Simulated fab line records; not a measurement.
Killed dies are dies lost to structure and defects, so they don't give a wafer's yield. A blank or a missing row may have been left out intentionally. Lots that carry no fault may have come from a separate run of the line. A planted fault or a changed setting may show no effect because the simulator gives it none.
What tool caused it? ; flow gf180mcu ; Sampling: 13 lots, 39 wafers, 2 of 602 route steps

## WHAT EACH GAUGE READ, for each wafer
GF_CONTACT_THK_MEAS_01. Usual: CONTACT_CVD_00_THK typically reads 298.8 nm, with standard deviation 3.
lot;measured;on;CONTACT_CVD_00_THK (nm);flag
L756;day 15 20:25;film-metro-02;295.9 292.1 299.4;
L757;day 16 08:29;film-metro-04;297.2 297.9 295.8;
L758;day 16 16:51;film-metro-01;299.8 295.7 300.6;
L759;day 16 23:38;film-metro-04;295.6 295.8 292.6;
L761;day 17 15:40;film-metro-02;300.6 295.3 298.1;
L762;day 18 01:52;film-metro-04;299.0 297.9 301.6;
L763;day 18 09:05;film-metro-04;301.1 304.3 302.7;
L766;day 19 12:25;film-metro-01;303.9 301.5 306.4;
L771;day 21 08:50;film-metro-04;294.3 298.1 296.8;
L772;day 21 21:53;film-metro-02;305.5 303.5 300.4;
L773;day 21 23:17;film-metro-02;298.6 300.4 299.1;
L775;day 22 16:38;film-metro-02;302.6 296.8 302.1;
L776;day 22 21:38;film-metro-02;297.2 299.4 297.9;

## WHICH TOOL RAN EACH LOT (tool, then ch and the chambers of the sampled wafers, then the start)
lot;GF_PSD_STRIP_10
L756;plasma-asher-01 ch 1, day 14 21:03
L757;plasma-asher-01 ch 1, day 15 09:06
L758;plasma-asher-01 ch 0,1, day 15 17:23
L759;plasma-asher-03 ch 0,1, day 15 23:30
L761;plasma-asher-04 ch 0,1, day 16 15:29
L762;plasma-asher-01 ch 0,1, day 17 00:55
L763;plasma-asher-01 ch 0,1, day 17 08:06
L766;plasma-asher-03 ch 0,1, day 18 10:19
L771;plasma-asher-01 ch 0,1, day 20 07:02
L772;plasma-asher-03 ch 0,1, day 20 20:38
L773;plasma-asher-03 ch 0,1, day 20 22:06
L775;plasma-asher-03 ch 0,1, day 21 15:32
L776;plasma-asher-04 ch 0,1, day 21 21:17
- GF_PSD_STRIP_10: strips in O2/N2.

## WHAT THE TOOLS THEMSELVES READ (means of the sampled wafers that have a number; where no wafer has one, the mark that the record gives instead)
GF_PSD_STRIP_10. Usual: chamber-pressure-mTorr 1500.0 mTorr, standard deviation 1.2; drypump-motor-current-A 5.9 A, standard deviation 0.42; heater-power-w 340 W, standard deviation 34; oes-product-au 0.592 a.u., standard deviation 0.0047; platen-temp-c 250.01 C, standard deviation 0.18; strip-time-to-endpoint-s 16.53 s, standard deviation 0.036.
lot;tool;chamber-pressure-mTorr (mTorr);drypump-motor-current-A (A);heater-power-w (W);oes-product-au (a.u.);platen-temp-c (C);strip-time-to-endpoint-s (s);flag
L756;plasma-asher-01;1499.0;5.8;355;0.592;250.20;16.60;
L757;plasma-asher-01;1499.1;5.8;353;0.593;249.89;16.52;
L758;plasma-asher-01;1500.6;6.3;333;0.597;250.16;16.54;
L759;plasma-asher-03;1499.1;5.5;311;0.589;250.16;16.51;
L761;plasma-asher-04;1500.4;6.0;387;0.594;249.89;16.53;
L762;plasma-asher-01;-;-;-;-;-;-;OFF
L763;plasma-asher-01;-;-;-;-;-;-;OFF
L766;plasma-asher-03;1500.0;5.5;305;0.593;249.75;16.57;
L771;plasma-asher-01;1499.7;6.1;343;0.594;249.94;16.50;
L772;plasma-asher-03;1499.1;5.8;328;0.593;249.91;16.51;
L773;plasma-asher-03;1501.0;5.8;323;0.588;249.94;16.55;
L775;plasma-asher-03;1499.7;5.8;330;0.589;250.15;16.57;
L776;plasma-asher-04;1500.9;6.0;384;0.594;250.07;16.52;

## THE ANSWER, worked out from the rows above alone
Rule: a lot counts as off when the mean over its wafers that have a number is more than 3 standard deviations away from the usual mean. A lot without any number at a reading at which 4 lots or more have one is off too. Where the step has rows for the other lots, those lots are counted as sound. The gauges are gone through in route order, then the tools' own readings, and for those a lot's mean is taken as printed above. The first step at which some lot is off is used, and at that step the reading that is off furthest; a lot without a number counts as furthest.
Off: L762, L763, at GF_PSD_STRIP_10 (chamber-pressure-mTorr). Without a number there: L762, L763.
A tool fits if, at that step or a process step before it, it ran every lot that is off, and no sound lot after the first of them. Of those tried, none fits.

## WHAT THE SIMULATOR HAD PUT IN
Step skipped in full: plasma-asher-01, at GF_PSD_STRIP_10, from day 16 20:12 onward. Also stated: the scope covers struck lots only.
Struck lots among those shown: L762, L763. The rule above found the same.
